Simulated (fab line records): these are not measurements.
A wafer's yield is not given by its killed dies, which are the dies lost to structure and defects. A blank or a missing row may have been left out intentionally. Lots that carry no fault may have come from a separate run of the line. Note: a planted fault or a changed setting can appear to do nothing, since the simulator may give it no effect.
fab line records    flow gf180mcu
[record] lots = 13  wafers = 39  last_day = 34
route steps=602 shown MVSD@73 MVPSD@88 HV_LDD@186
lots with no fault: from the same line, run without faults
start_h: hours from the record's opening day to when the first of the lot's shown wafers began    wait_h: hours from the lot's prior step to this one    " as in the row above    L1.1+2: a row that stands for several wafers    - no value present, or no start provided    * or withheld: withheld    < > ~ a bound
route shown NAME@n: NAME is a module with steps in the file, n the number in the route of the first one    usual: mean and standard deviation over wafers with no fault    same: alike in all rows    chamber/n: place in a boat    sites: per-site readings    _std_site: standard deviation across them    _edge_site: outer sites' mean less inner sites'    radius_mm: for every site, how far away it sits from the centre of the wafer    mask NAME#n: copy n    behind: the last tool/chamber to shape the wafer    hold: what put the lot on hold/how long, in hours/how the hold closed    device: the transistor (n, p or np) that didn't switch    end of line: the same wafers' tests at the end of the route    a step with no rows: only its recipe    killed: the dies lost at the first sort to structure and to defects; this is not the yield of the wafer    map: per-die view of a wafer (x killed, . not killed, _ where there is no die)
set.NAME: the run value of the setting; set.NAME@STEP: its run value at that earlier step    model.NAME: the simulator's own value behind a step, which no gauge read
the route's steps for a sample of lots (tables are steps, rows are wafers)
services: when a tool's chamber went out of use (start_h, in hours from the record's first day, below 0 if earlier), for how many hours, and the reason
[[steps]]
[step GF_MVSD_OVL_MEAS_07]
[usual] MVSD_OVL = 0.9/1.6
lot.wafer  tool        chamber  start_h  wait_h  MVSD_OVL[nm]
L811.1     overlay-02  -        99.32    -       0.5
L811.3     "           -        "        "       1.1
L811.4     "           -        "        "       2.6
L812.3     overlay-02  -        103.02   -       -1.5
L812.4     "           -        "        "       -0.5
L812.5     "           -        "        "       -2.0
L814.2     overlay-02  -        126.58   -       1.2
L814.3     "           -        "        "       1.2
L814.5     "           -        "        "       -0.7
L815.3     overlay-02  -        126.96   -       0.3
L815.4     "           -        "        "       -0.7
L815.6     "           -        "        "       -1.3
L816.2     overlay-01  -        130.01   -       1.9
L816.3     "           -        "        "       4.0
L816.4     "           -        "        "       2.9
L818.1     overlay-02  -        144.90   -       3.2
L818.2     "           -        "        "       2.0
L818.6     "           -        "        "       2.3
L819.1     overlay-02  -        148.35   -       3.6
L819.3     "           -        "        "       3.4
L819.6     "           -        "        "       5.5
L820.1     overlay-02  -        151.00   -       2.8
L820.2     "           -        "        "       -0.5
L820.3     "           -        "        "       1.9
L821.1     overlay-01  -        157.75   -       2.0
L821.3     "           -        "        "       0.4
L821.6     "           -        "        "       6.3
L824.1     overlay-01  -        176.77   -       3.4
L824.2     "           -        "        "       1.1
L824.5     "           -        "        "       1.9
L828.3     overlay-02  -        199.46   -       0.1
L828.5     "           -        "        "       -0.1
L828.6     "           -        "        "       -0.3
L830.2     overlay-02  -        209.22   -       0.7
L830.3     "           -        "        "       0.7
L830.6     "           -        "        "       0.9
L831.3     overlay-02  -        218.93   -       0.9
L831.4     "           -        "        "       -0.9
L831.6     "           -        "        "       -1.5
[step GF_MVSD_STRIP_10]
[recipe] chemistry = O2/N2  power_w = 1400  pressure_mtorr = 1500  platen_temp_c = 250  o2_flow_sccm = 3000  n2_flow_sccm = 300  overash_fraction = 0.5
[usual] drypump_motor_current_A = 5.6/0.49  heater_power_w = 307/34  oes_product_au = 0.722/0.0046  strip_time_to_endpoint_s = 36.98/0.096
lot.wafer  tool             chamber  start_h  wait_h  drypump_motor_current_A  heater_power_w  oes_product_au  rf_hours_counter_h  strip_time_to_endpoint_s
L811.1     plasma_asher-03  0        99.66    0.1     6.1                      361             0.725           28                  37.00
L811.3     "                0        "        "       6.1                      364             0.720           -                   37.01
L811.4     "                1        "        "       6.1                      296             0.717           -                   36.92
L812.3     plasma_asher-03  1        103.37   0.1     6.2                      297             0.720           -                   36.86
L812.4     "                0        "        "       6.1                      368             0.718           -                   36.95
L812.5     "                0        "        "       6.1                      375             0.721           -                   36.85
L814.2     plasma_asher-02  1        126.91   0.1     5.7                      258             0.713           1                   36.95
L814.3     "                0        "        "       4.9                      295             0.720           -                   36.99
L814.5     "                1        "        "       5.7                      258             0.714           -                   36.90
L815.3     plasma_asher-01  0        127.32   0.1     5.5                      330             0.718           -                   37.14
L815.4     "                1        "        "       6.2                      317             0.718           -                   37.09
L815.6     "                0        "        "       5.5                      321             0.721           -                   37.01
L816.2     plasma_asher-02  1        130.34   0.1     5.7                      258             0.723           1                   36.97
L816.3     "                1        "        "       5.7                      256             0.717           -                   37.06
L816.4     "                0        "        "       4.9                      305             0.724           -                   36.94
L818.1     plasma_asher-02  1        145.23   0.1     5.7                      262             0.729           3                   36.99
L818.2     "                0        "        "       4.9                      307             0.721           3                   37.04
L818.6     "                0        "        "       4.9                      309             0.720           -                   37.00
L819.1     plasma_asher-01  0        148.68   0.1     5.5                      328             0.709           49                  36.84
L819.3     "                0        "        "       5.5                      320             0.727           -                   37.02
L819.6     "                1        "        "       6.2                      318             0.723           -                   36.94
L820.1     plasma_asher-01  0        151.33   0.1     5.5                      321             0.956           50                  -
L820.2     "                1        "        "       6.2                      313             0.964           50                  -
L820.3     "                0        "        "       5.5                      324             0.971           -                   -
L821.1     plasma_asher-02  0        158.09   0.1     4.9                      306             0.720           4                   37.12
L821.3     "                0        "        "       4.9                      316             0.716           -                   37.20
L821.6     "                0        "        "       4.9                      324             0.724           -                   37.11
L824.1     plasma_asher-02  0        177.10   0.1     4.9                      314             0.717           6                   36.88
L824.2     "                1        "        "       5.7                      264             0.717           6                   36.88
L824.5     "                1        "        "       5.7                      267             0.723           -                   36.79
L828.3     plasma_asher-02  1        199.82   0.1     5.7                      270             0.710           -                   37.05
L828.5     "                1        "        "       5.7                      257             0.728           -                   36.93
L828.6     "                0        "        "       4.9                      318             0.722           -                   37.01
L830.2     plasma_asher-02  0        209.55   0.1     4.9                      317             0.722           10                  36.95
L830.3     "                0        "        "       4.9                      310             0.725           -                   37.09
L830.6     "                1        "        "       5.7                      253             0.727           -                   37.06
L831.3     plasma_asher-02  0        219.29   0.1     4.9                      309             0.724           -                   36.98
L831.4     "                1        "        "       5.7                      258             0.722           -                   36.90
L831.6     "                0        "        "       4.9                      306             0.725           -                   36.92
[step GF_MVPSD_STRIP_10]
[recipe] chemistry = O2/N2  power_w = 1400  pressure_mtorr = 1500  platen_temp_c = 250  o2_flow_sccm = 3000  n2_flow_sccm = 300  overash_fraction = 0.5
[usual] drypump_motor_current_A = 5.4/0.46  heater_power_w = 317/37  oes_product_au = 0.722/0.0045  strip_time_to_endpoint_s = 36.95/0.079
lot.wafer  tool             chamber  start_h  wait_h  drypump_motor_current_A  heater_power_w  oes_product_au  rf_hours_counter_h  strip_time_to_endpoint_s
L811.1     plasma_asher-01  0        114.19   0.1     5.5                      326             0.730           46                  36.86
L811.3     "                1        "        "       6.2                      309             0.715           -                   36.77
L811.4     "                0        "        "       5.5                      319             0.714           -                   36.82
L812.3     plasma_asher-04  0        117.27   0.1     4.9                      394             0.722           -                   36.99
L812.4     "                1        "        "       5.4                      329             0.718           -                   37.09
L812.5     "                1        "        "       5.4                      331             0.723           -                   37.02
L814.2     plasma_asher-02  0        141.98   0.1     4.9                      313             0.720           2                   36.81
L814.3     "                0        "        "       4.9                      315             0.721           -                   36.93
L814.5     "                0        "        "       4.9                      319             0.719           -                   37.05
L815.3     plasma_asher-02  1        142.67   0.1     5.7                      268             0.728           -                   36.92
L815.4     "                0        "        "       4.9                      310             0.717           -                   36.94
L815.6     "                0        "        "       4.9                      315             0.719           -                   36.94
L816.2     plasma_asher-02  1        146.18   0.1     5.7                      261             0.722           3                   36.85
L816.3     "                1        "        "       5.7                      259             0.725           -                   36.80
L816.4     "                0        "        "       4.9                      319             0.718           -                   36.91
L818.1     plasma_asher-02  1        161.19   0.1     5.7                      259             0.720           4                   36.84
L818.2     "                0        "        "       4.9                      311             0.722           4                   36.90
L818.6     "                0        "        "       4.8                      312             0.713           -                   36.99
L819.1     plasma_asher-02  1        164.64   0.1     5.7                      260             0.719           5                   36.93
L819.3     "                0        "        "       4.9                      311             0.722           -                   36.97
L819.6     "                0        "        "       4.9                      305             0.722           -                   37.10
L820.1     plasma_asher-01  0        167.44   0.1     5.5                      317             0.726           51                  42.16
L820.2     "                1        "        "       6.2                      306             0.720           51                  42.24
L820.3     "                0        "        "       5.5                      324             0.724           -                   42.09
L821.1     plasma_asher-02  1        175.08   0.1     5.7                      261             0.712           6                   37.01
L821.3     "                1        "        "       5.7                      258             0.722           -                   37.05
L821.6     "                1        "        "       5.7                      260             0.716           -                   36.86
L824.1     plasma_asher-02  0        194.29   0.1     4.9                      305             0.718           8                   37.10
L824.2     "                1        "        "       5.7                      265             0.718           8                   37.13
L824.5     "                1        "        "       5.7                      266             0.720           -                   37.07
L828.3     plasma_asher-01  1        217.27   0.1     6.2                      312             0.728           -                   36.99
L828.5     "                0        "        "       5.5                      316             0.727           -                   36.84
L828.6     "                1        "        "       6.2                      318             0.723           -                   36.90
L830.2     plasma_asher-04  1        227.09   0.1     5.4                      329             0.721           59                  36.88
L830.3     "                0        "        "       4.9                      382             0.722           -                   36.85
L830.6     "                1        "        "       5.4                      327             0.720           -                   36.92
L831.3     plasma_asher-01  1        238.12   0.1     6.2                      316             0.719           -                   36.91
L831.4     "                0        "        "       5.5                      323             0.732           -                   36.98
L831.6     "                0        "        "       5.5                      318             0.730           -                   36.89
[step GF_MVPSD_TW_MEAS_11]
[usual] MVPSD_TW = 560/3.4
lot.wafer  tool           chamber  start_h  wait_h  MVPSD_TW
L811.1     film_metro-03  -        114.29   0.1     557
L811.3     "              -        "        "       564
L811.4     "              -        "        "       558
L812.3     film_metro-02  -        117.36   0.1     562
L812.4     "              -        "        "       561
L812.5     "              -        "        "       562
L814.2     film_metro-02  -        142.09   0.1     564
L814.3     "              -        "        "       562
L814.5     "              -        "        "       561
L815.3     film_metro-03  -        142.75   0.1     556
L815.4     "              -        "        "       562
L815.6     "              -        "        "       560
L816.2     film_metro-03  -        146.29   0.1     562
L816.3     "              -        "        "       564
L816.4     "              -        "        "       563
L818.1     film_metro-03  -        161.29   0.1     557
L818.2     "              -        "        "       560
L818.6     "              -        "        "       560
L819.1     film_metro-03  -        164.74   0.1     561
L819.3     "              -        "        "       558
L819.6     "              -        "        "       560
L820.1     film_metro-02  -        167.54   0.1     532
L820.2     "              -        "        "       530
L820.3     "              -        "        "       530
L821.1     film_metro-01  -        175.20   0.1     554
L821.3     "              -        "        "       556
L821.6     "              -        "        "       555
L824.1     film_metro-02  -        194.39   0.1     561
L824.2     "              -        "        "       563
L824.5     "              -        "        "       563
L828.3     film_metro-02  -        217.35   0.1     564
L828.5     "              -        "        "       562
L828.6     "              -        "        "       562
L830.2     film_metro-01  -        227.20   0.1     555
L830.3     "              -        "        "       557
L830.6     "              -        "        "       553
L831.3     film_metro-02  -        238.20   0.1     562
L831.4     "              -        "        "       560
L831.6     "              -        "        "       560
[step GF_HV_LDD_STRIP_10]
[recipe] chemistry = O2/N2  power_w = 1400  pressure_mtorr = 1500  platen_temp_c = 250  o2_flow_sccm = 3000  n2_flow_sccm = 300  overash_fraction = 0.5
[usual] drypump_motor_current_A = 5.4/0.46  heater_power_w = 310/36  oes_product_au = 0.716/0.0044  strip_time_to_endpoint_s = 12.63/0.032
lot.wafer  tool             chamber  start_h  wait_h  drypump_motor_current_A  heater_power_w  oes_product_au  rf_hours_counter_h  strip_time_to_endpoint_s
L811.1     plasma_asher-02  1        233.80   0.1     5.7                      261             0.710           12                  12.65
L811.3     "                0        "        "       4.9                      313             0.723           -                   12.62
L811.4     "                1        "        "       5.7                      264             0.720           -                   12.63
L812.3     plasma_asher-02  0        239.09   0.1     4.9                      315             0.713           -                   12.65
L812.4     "                1        "        "       5.7                      252             0.714           -                   12.63
L812.5     "                1        "        "       5.7                      256             0.715           -                   12.65
L814.2     plasma_asher-01  1        267.70   0.1     6.2                      308             0.708           61                  12.64
L814.3     "                1        "        "       6.2                      310             0.720           -                   12.66
L814.5     "                1        "        "       6.2                      316             0.714           -                   12.65
L815.3     plasma_asher-02  0        269.63   0.1     4.9                      311             0.720           -                   12.58
L815.4     "                1        "        "       5.7                      259             0.721           -                   12.60
L815.6     "                1        "        "       5.7                      265             0.721           -                   12.54
L816.2     plasma_asher-04  1        274.80   0.1     5.4                      331             0.712           64                  12.61
L816.3     "                1        "        "       5.4                      324             0.719           -                   12.66
L816.4     "                0        "        "       4.9                      386             0.711           -                   12.62
L818.1     plasma_asher-04  1        296.21   0.1     5.4                      327             0.718           67                  12.56
L818.2     "                0        "        "       4.9                      382             0.718           67                  12.58
L818.6     "                0        "        "       4.9                      376             0.715           -                   12.60
L819.1     plasma_asher-01  0        296.40   0.1     5.5                      318             0.723           64                  12.60
L819.3     "                1        "        "       6.2                      315             0.712           -                   12.63
L819.6     "                0        "        "       5.5                      323             0.719           -                   12.64
L820.1     plasma_asher-01  0        301.40   0.1     5.5                      320             0.715           65                  12.66
L820.2     "                1        "        "       6.2                      316             0.714           65                  12.66
L820.3     "                1        "        "       6.2                      307             0.712           -                   12.64
L821.1     plasma_asher-02  1        309.80   0.1     5.7                      253             0.710           20                  12.59
L821.3     "                1        "        "       5.7                      258             0.717           -                   12.60
L821.6     "                0        "        "       4.9                      311             0.714           -                   12.66
L824.1     plasma_asher-04  1        332.45   0.1     5.4                      324             0.717           71                  12.64
L824.2     "                0        "        "       4.9                      389             0.717           71                  12.68
L824.5     "                0        "        "       4.9                      389             0.712           -                   12.67
L828.3     plasma_asher-02  1        366.84   0.1     5.7                      257             0.709           -                   12.62
L828.5     "                1        "        "       5.7                      263             0.717           -                   12.57
L828.6     "                0        "        "       4.9                      309             0.710           -                   12.64
L830.2     plasma_asher-02  1        381.50   0.1     5.7                      256             0.724           28                  12.57
L830.3     "                0        "        "       4.9                      307             0.716           -                   12.61
L830.6     "                1        "        "       5.7                      265             0.709           -                   12.59
L831.3     plasma_asher-02  1        387.73   0.1     5.7                      263             0.712           -                   12.61
L831.4     "                0        "        "       4.9                      311             0.717           -                   12.65
L831.6     "                0        "        "       4.9                      310             0.719           -                   12.64
[step GF_HV_LDD_OVL_MEAS_32]
[usual] HV_LDD_02_OVL = -1.4/1.4
lot.wafer  tool        chamber  start_h  wait_h  HV_LDD_02_OVL[nm]
L811.1     overlay-02  -        270.62   0.1     -1.0
L811.3     "           -        "        "       -0.9
L811.4     "           -        "        "       -2.0
L812.3     overlay-01  -        276.73   0.1     -1.7
L812.4     "           -        "        "       -2.1
L812.5     "           -        "        "       -2.7
L814.2     overlay-01  -        306.93   0.1     -1.3
L814.3     "           -        "        "       -0.6
L814.5     "           -        "        "       -0.4
L815.3     overlay-02  -        309.93   0.1     -1.4
L815.4     "           -        "        "       -2.1
L815.6     "           -        "        "       -1.4
L816.2     overlay-02  -        315.03   0.1     -2.1
L816.3     "           -        "        "       -0.7
L816.4     "           -        "        "       -0.3
L818.1     overlay-02  -        337.47   0.1     -2.2
L818.2     "           -        "        "       -0.2
L818.6     "           -        "        "       -1.7
L819.1     overlay-02  -        338.12   0.1     -3.2
L819.3     "           -        "        "       -0.7
L819.6     "           -        "        "       -4.6
L820.1     overlay-01  -        343.96   0.1     0.7
L820.2     "           -        "        "       0.1
L820.3     "           -        "        "       0.9
L821.1     overlay-01  -        352.27   0.1     -1.0
L821.3     "           -        "        "       0.4
L821.6     "           -        "        "       -1.1
L824.1     overlay-02  -        375.97   0.1     -2.3
L824.2     "           -        "        "       -2.3
L824.5     "           -        "        "       -3.2
L828.3     overlay-01  -        413.88   0.1     -0.3
L828.5     "           -        "        "       0.5
L828.6     "           -        "        "       1.7
L830.2     overlay-02  -        429.32   0.1     -4.6
L830.3     "           -        "        "       -3.8
L830.6     "           -        "        "       -4.8
L831.3     overlay-02  -        434.23   0.1     -0.7
L831.4     "           -        "        "       -1.1
L831.6     "           -        "        "       -3.1
[[services]]
tool             chamber  start_h  hours  kind
plasma_asher-01  -        86.15    0.7    repair
plasma_asher-02  -        108.75   9.0    pm
plasma_asher-02  0        108.75   9.0    vent_cycle
plasma_asher-02  1        108.75   9.0    vent_cycle
plasma_asher-02  0        117.75   -      clean
plasma_asher-02  1        117.75   -      clean
plasma_asher-04  -        146.70   0.5    repair
plasma_asher-03  -        170.76   2.7    repair
plasma_asher-02  -        212.02   0.8    repair
plasma_asher-02  -        245.92   9.6    pm
plasma_asher-03  -        292.88   8.5    repair
plasma_asher-03  -        350.86   2.8    pm
plasma_asher-01  -        366.53   0.6    repair
plasma_asher-03  -        373.90   3.0    repair
[[key]]
[first_sign] step = GF_MVSD_STRIP_10  reading = oes_product_au  direction = up  sigmas = 52  usual = 0.722  struck = 0.963
[effect] step = GF_MVPSD_STRIP_10  reading = strip_time_to_endpoint_s  direction = up  sigmas = 66  usual = *  struck = *
[effect] step = GF_MVPSD_TW_MEAS_11  reading = MVPSD_TW  direction = down  sigmas = 8.8  usual = 560  struck = 531
met_at GF_MVSD_STRIP_10
struck_lots L820
sort_left_out L820.1,L820.2,L820.3
tester_left_out L820
not_acting_at GF_MVSD_OVL_MEAS_07,GF_HV_LDD_STRIP_10,GF_HV_LDD_OVL_MEAS_32
onset_between 148.68 151.33
[fault] kind = strip_aborted  tool = plasma_asher-01  chamber = -  onset_h = 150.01  steps = GF_MVSD_STRIP_10  offset = 0.42663  end_h = 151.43
// tester_left_out: of these lots the tester's yield and bins aren't shown, on N5 and GAA mostly nor the transistor test; their killed dies are dies lost to structure and defects alone, not to doping, threshold or leakage, so they don't give the yield
// sort_left_out: the simulated sort isn't trusted on such a fault, so these wafers' sort isn't shown, and their yield isn't known
